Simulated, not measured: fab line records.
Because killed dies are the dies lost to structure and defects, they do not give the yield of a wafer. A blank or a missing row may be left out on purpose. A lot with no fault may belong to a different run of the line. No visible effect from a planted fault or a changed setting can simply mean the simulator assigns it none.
2 desks, one fault    flow gf180mcu    each desk has only its own numbers; what lay behind them comes last

== DESK OF THE TOOL OWNER: implanter-01 ==
GF_VT_IMPLANT_IMPLANT_19, tool's own readings: per-lot mean of the sampled wafers with a number, covering each lot this tool ran. Marked OUT: a lot whose mean sits more than 4 standard deviations from the usual mean, which makes it out of limits; the brackets give that distance.
Columns: A = doseIonsCm2 at GF_VT_IMPLANT_IMPLANT_19, usual 4.349e+12; B = faradayCurrentUA at GF_VT_IMPLANT_IMPLANT_19, usual 24.5
lot   first seen here  A                            B
L429  day 6 16:17      4.350e+12                    24.1
L431  day 7 06:22      4.350e+12                    24.3
L437  day 8 20:27      3.161e+12 (-99 or more) OUT  18.0 (-12) OUT
L438  day 9 02:26      3.172e+12 (-99 or more) OUT  17.8 (-13) OUT
L446  day 11 13:33     4.351e+12                    25.0
L450  day 12 06:10     4.350e+12                    24.2
This desk's verdict: out of limits on L437, L438, starting with L437 at day 8 20:27 (doseIonsCm2 at GF_VT_IMPLANT_IMPLANT_19). L429, L431, L446, L450: within limits.

== METROLOGY DESK ==
Means of the sampled wafers that have a number, per lot and without regard to the tool the lot ran on: this is what the gauges read. Marked OUT: a lot whose mean sits more than 4 standard deviations from the usual mean, which makes it out of limits; the brackets give that distance.
Columns: A = LVPWELL_OVL at GF_LVPWELL_OVL_MEAS_07, usual -0.3 nm; B = VT_IMPLANT_2_TW at GF_VT_IMPLANT_TW_MEAS_21, usual 1229; C = VT_IMPLANT_03_OVL at GF_VT_IMPLANT_OVL_MEAS_40, usual -0.4 nm
lot   first seen here  A     B                C
L428  day 4 02:42      0.5   1248             3.0
L429  day 4 06:54      -0.8  1210             -1.5
L430  day 4 12:54      1.4   1216             -0.4
L431  day 4 20:39      -0.0  1257             1.7
L437  day 6 04:15      1.0   1093 (-6.8) OUT  0.8
L438  day 6 08:24      -1.2  1095 (-6.7) OUT  -0.3
L443  day 8 01:20      -1.1  1243             -1.6
L445  day 8 09:15      0.1   1244             -0.8
L447  day 8 12:19      -0.7  1218             0.6
L446  day 8 13:10      -0.6  1216             -2.5
L448  day 8 21:30      -1.3  1245             -0.7
L450  day 9 05:21      -0.8  1244             -0.6
L449  day 9 07:39      -1.9  1212             -0.2
This desk's finding: out of limits on L437, L438; first on L437, day 8 20:42 (VT_IMPLANT_2_TW at GF_VT_IMPLANT_TW_MEAS_21). L428, L429, L430, L431, L443, L445, L447, L446, L448, L450, L449: within limits.

== TAKEN TOGETHER ==
On L437, L438, at day 8 20:27, an alarm was possible from the tool owner's desk.
On L437, L438, the metrology desk was in a position to raise an alarm at day 8 20:42.
Of the lots named, all ran GF_VT_IMPLANT_IMPLANT_19 on implanter-01.

== WHAT WAS PUT IN BY THE SIMULATOR ==
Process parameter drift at GF_VT_IMPLANT_IMPLANT_19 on implanter-01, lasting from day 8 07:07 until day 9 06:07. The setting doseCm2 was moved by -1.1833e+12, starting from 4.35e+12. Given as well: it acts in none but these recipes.
Lots struck among those shown: L437, L438.
Time in hours from fault onset to the first out-of-limits reading at each desk: tool owner's desk 13, metrology desk 14.
